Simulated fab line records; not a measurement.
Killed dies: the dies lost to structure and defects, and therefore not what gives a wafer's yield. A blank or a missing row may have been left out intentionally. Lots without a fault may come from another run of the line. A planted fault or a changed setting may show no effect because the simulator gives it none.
Matching of chambers -- flow sky130 -- rie-diel-02 running SKY_METAL3_ETCH_17: 4 sister chambers
The step etches SiO2 in C4F8/O2/Ar, stops on TiN, time 3.9 s, target depth 15 nm. 8 wafers are shown with their chamber, then 6 later ones without.

## WAFERS PAIRED WITH THEIR CHAMBERS
wafer,chamber,oes-product-au (a.u.)
L114.5,0,0.761
L116.5,2,0.751
L116.6,3,0.747
L120.1,0,0.744
L120.3,1,0.744
L127.4,3,0.757
L127.5,2,0.758
L127.6,1,0.757

## WAFERS WITH NO CHAMBER GIVEN
wafer,oes-product-au (a.u.)
L131.2,0.747
L131.4,0.751
L131.5,0.754
L134.1,0.756
L134.3,0.751
L134.6,0.756

## WHICH CHAMBER EACH ONE RAN IN
wafer,from the rows above,in truth
L131.2,can't be placed: 1 or 3 or 0 or 2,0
L131.4,can't be placed: 1 or 3 or 0 or 2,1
L131.5,can't be placed: 2 or 0 or 3 or 1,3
L134.1,can't be placed: 2 or 0 or 3 or 1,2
L134.3,can't be placed: 1 or 3 or 0 or 2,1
L134.6,can't be placed: 2 or 0 or 3 or 1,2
Placed correctly: 0 of 6. Not placeable from these rows: 6 (in 6, the candidates include the true chamber). Placed wrongly: 0.
How it was worked out, from the rows above alone: a wafer's distance from a chamber is the root of the sum, over the readings, of the square of ((its reading less the chamber's mean) divided by the reading's scatter). If the next closest chamber is less than 2 further off than the closest, the wafer can't be placed; otherwise it belongs to the closest. Each chamber's mean is taken over the wafers shown for it. The scatter is the square root of a quotient: the sum, over the shown wafers, of each reading's squared deviation from its chamber's mean, divided by wafers minus chambers.
